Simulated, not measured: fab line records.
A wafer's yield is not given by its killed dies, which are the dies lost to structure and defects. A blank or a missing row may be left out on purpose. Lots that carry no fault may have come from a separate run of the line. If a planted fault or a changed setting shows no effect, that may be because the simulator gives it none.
A struck lot beside a sound one ; flow gf180mcu ; 17 steps out of a route of 602
Sound: these wafers, L764.1, L764.2, L764.3. Struck: wafer L775.6 (left out: L775.2, a lot-mate that was not struck); the cause follows at the end.
At each step with rows: each side's tool, then ch and its chambers, then its first start. Under that, the readings that differ: sound wafers ; struck wafers ; difference of the means ; sigmas: that difference in standard deviations of wafers without a fault.
alike: same words and numbers on both sides, and readings whose means sit less than 2 such deviations apart. not compared: any withheld reading, any reading some wafer has no value for, any bound like >300 that may hide the same value, and any number with overlapping values for which the record gives no deviation.
Wherever a step has rows on one side only, a row that says differs or no value, or a row with sigmas, the two part there. Numbers that have no deviation but don't overlap get no sigmas and don't part them. Lack of a reading on every wafer of one side parts them only where that side has two or more wafers.

first, 3 steps without rows for these wafers: GF_V1_EXPOSE_11 (exposes mask Via1, target cd 260 nm); GF_V1_PEB_12 (peb time 90 s); GF_V1_DEVELOP_13 (develop time 60 s).
GF_V1_CD_MEAS_14: target cd 260 nm.
  struck on cd sem-02, day 24 04:48; sound on cd sem-02, day 19 13:04
  alike: cd nm
GF_V1_OVL_MEAS_15:
  struck on overlay-02, day 24 04:55; sound on overlay-01, day 19 13:11
  alike: V1_OVL
GF_V1_ETCH_16: etches BARC in N2/H2.
  sound on rie diel-03 ch 0,1,2, day 19 13:13; struck on rie diel-01 ch 3, day 24 04:56
reading;sound;struck;difference;sigmas
drypump motor current A (A);5.7 6.4 5.8;4.9;-1.1;-2
  alike: oes product au, throttle valve pct
GF_V1_ETCH_17: etches SiO2 in C4F8/O2/Ar, stops on TiN, target depth 630 nm.
  sound: rie diel-03 ch 0,1,2; struck: rie diel-01 ch 3
  alike: oes product au
then, 3 steps without rows for these wafers: GF_V1_STRIP_18 (strips in O2/N2); GF_V1_STRIP_19 (strips in post etch residue remover, time 1200 s); GF_V1_CLEAN_20 (cleans in DIW).
GF_V1_SPUTTER_21: material Ti, target thk 15 nm, time 80.02 s.
  struck on pvd sputter-02, day 24 05:36; sound on pvd sputter-01, day 19 13:53
  alike: throttle valve pct
GF_V1_SPUTTER_22: material TiN, target thk 10 nm, time 40 s.
  struck on pvd sputter-02, day 24 05:40; sound on pvd sputter-01, day 19 13:57
  alike: throttle valve pct
GF_V1_CVD_23: deposits W, target thk 350 nm, time 105.05 s.
  sound on cvd w-01 ch 0,1, day 19 13:59; struck on cvd w-02 ch 1, day 24 05:42
reading;sound;struck;difference;sigmas
model.W_of_V1_CVD_23.thk nm (nm);348.2 347 351.1;312.4;-36.4;
  alike: heater power w
GF_V1_RS_MEAS_24: a four-point-probe measurement.
  struck on film metro-04, day 24 05:53; sound on film metro-04, day 19 14:07
reading;sound;struck;difference;sigmas
V1_W_RS (ohm/sq);0.329 0.330 0.328;0.368;+0.039;+11
GF_V1_THK_MEAS_25: measures by xrf.
  struck on film metro-04, day 24 05:59; sound on film metro-04, day 19 14:14
reading;sound;struck;difference;sigmas
V1_W_THK (nm);350 347 355;315;-36;-8
GF_V1_CMP_26: polishes, stops on SiO2, t overpolish 15 s, target thk 0 nm.
  sound on cmp-02 ch 0,1,2, day 19 14:20; struck on cmp-01 ch 3, day 24 06:02
  alike: head pressure psi, motor current A, time to endpoint s
then, 1 step without rows for these wafers: GF_PASSIVATION_PROBE_99.

== WHERE THEY PART ==
Earliest at GF_V1_ETCH_16; latest, in this record, at GF_V1_THK_MEAS_25. Later steps at which nothing parts them and some readings are alike: GF_V1_CMP_26.

WHY: whatever the simulator had introduced
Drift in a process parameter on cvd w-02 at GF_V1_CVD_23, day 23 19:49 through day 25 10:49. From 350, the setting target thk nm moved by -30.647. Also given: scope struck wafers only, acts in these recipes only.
